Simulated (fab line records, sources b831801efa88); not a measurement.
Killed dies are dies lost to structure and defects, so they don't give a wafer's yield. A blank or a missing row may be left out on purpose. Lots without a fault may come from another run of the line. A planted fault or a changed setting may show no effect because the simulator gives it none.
Which tool did it? | flow sky130 | 7 lots, 21 wafers sampled, at 1 step of a route of 708

WHAT THE GAUGES READ, wafer by wafer
SKY_FIELD_ISO_THK_MEAS_04.
lot  | measured    | on            | FIELD_ISO_CVD_03_THK (nm)
L893 | day 1 19:36 | film_metro-02 | 164.8 165.9 165.7
L895 | day 2 05:20 | film_metro-03 | 169.1 168.8 168.5
L900 | day 3 06:23 | film_metro-03 | 165.6 164.5 165.3
L902 | day 3 17:16 | film_metro-01 | 166.1 167.8 166.4
L904 | day 4 03:50 | film_metro-02 | 165.7 165.0 166.0
L910 | day 5 08:22 | film_metro-01 | 165.3 163.7 164.9
L915 | day 6 12:05 | film_metro-03 | 161.9 163.2 163.9

WHICH TOOL RAN EACH LOT (tool, then ch and the chambers of the sampled wafers, then the start)
The record holds no process step before these readings.

THE ANSWER, worked out from the rows above alone
Rule: what is usual is taken from the lots themselves. Put in order of their means at a reading, lots are off if they are a third of the lots or fewer, leave a main group of 4 or more, and stand apart from it by a gap of 3 or more times the standard deviation of the main group's means; of several such gaps the widest counts. A main group whose means are all the same, to the digits that the tables above print for the reading, isn't used. A lot without any number at a reading at which 4 lots or more have one is off too. The other lots that the step has rows for count as sound.
No lot is off at any reading shown: from this, nothing can be told.

WHAT THE SIMULATOR HAD PUT IN
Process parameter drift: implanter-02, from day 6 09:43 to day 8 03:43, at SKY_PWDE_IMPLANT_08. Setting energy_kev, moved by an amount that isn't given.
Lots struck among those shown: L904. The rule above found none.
